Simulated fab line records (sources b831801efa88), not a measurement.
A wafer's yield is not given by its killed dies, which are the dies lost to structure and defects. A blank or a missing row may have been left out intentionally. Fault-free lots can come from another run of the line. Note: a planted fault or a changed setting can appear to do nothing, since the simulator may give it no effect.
The same fault as seen by 2 desks	flow gf180mcu	every desk sees just its own numbers, and what lay behind them comes last

## METROLOGY DESK
What the gauges read for every lot (on any tool): the sampled wafers with a number, averaged. Any lot whose mean is over 4 standard deviations away from the usual mean is out of limits and marked OUT; that distance is given in the brackets.
Columns: A = LVPWELL_RS at GF_VT_IMPLANT_RS_MEAS_48, usual 1198 ohm/sq; B = cdNm at GF_HV_LDD_CD_MEAS_19, usual 399.6 nm
lot	first seen here	A	B
L905	day 7 14:40	1201	398.1
L906	day 7 22:01	1198	401.7
L907	day 8 05:32	1196	400.9
L908	day 8 13:48	1242 (+15) OUT	399.0
L909	day 8 16:47	1245 (+16) OUT	398.9
L910	day 9 03:07	1244 (+15) OUT	398.4
L917	day 10 23:02	1202	401.4
L918	day 11 03:52	1195	403.4
L919	day 11 11:25	1196	398.6
L924	day 13 00:53	1197	396.3
L925	day 13 06:20	1199	399.5
L926	day 13 12:46	1200	401.2
L928	day 14 05:14	1197	393.2
This desk's finding: out of limits on L908, L909, L910; first on L908, day 8 13:48 (LVPWELL_RS at GF_VT_IMPLANT_RS_MEAS_48). L905, L906, L907, L917, L918, L919, L924, L925, L926, L928: within limits.

## FOR THE TOOL OWNER'S DESK: implanter-04
The tool's own readings at GF_LVPWELL_IMPLANT_08: means of the sampled wafers that have a number, for each lot that ran on this tool. Any lot whose mean is over 4 standard deviations away from the usual mean is out of limits and marked OUT; that distance is given in the brackets.
Columns: A = beamEnergyKeV at GF_LVPWELL_IMPLANT_08, usual 170.00
lot	first seen here	A
L905	day 3 21:44	169.96
L907	day 4 10:08	169.97
L908	day 4 16:31	140.75 (-99 or more) OUT
L909	day 4 20:38	140.77 (-99 or more) OUT
L910	day 5 03:37	140.83 (-99 or more) OUT
L926	day 8 21:01	170.07
This desk's finding: out of limits on L908, L909, L910; first on L908, day 4 16:31 (beamEnergyKeV at GF_LVPWELL_IMPLANT_08). L905, L907, L926: within limits.

## PUT TOGETHER
The tool owner's desk could have raised an alarm at day 4 16:31, on L908, L909, L910.
At day 8 13:48 the metrology desk could have sounded an alarm, on L908, L909, L910.
Of the lots named, all ran GF_LVPWELL_IMPLANT_08 on implanter-04.

## WHAT THE SIMULATOR HAD INSERTED
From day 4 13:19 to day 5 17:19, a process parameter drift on implanter-04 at GF_LVPWELL_IMPLANT_08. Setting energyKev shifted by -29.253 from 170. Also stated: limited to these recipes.
Struck lots among those shown: L908, L909, L910.
Delay (hours) between the fault's onset and each desk's first out-of-limits reading: 3 at the tool owner's desk, 96 at the metrology desk.
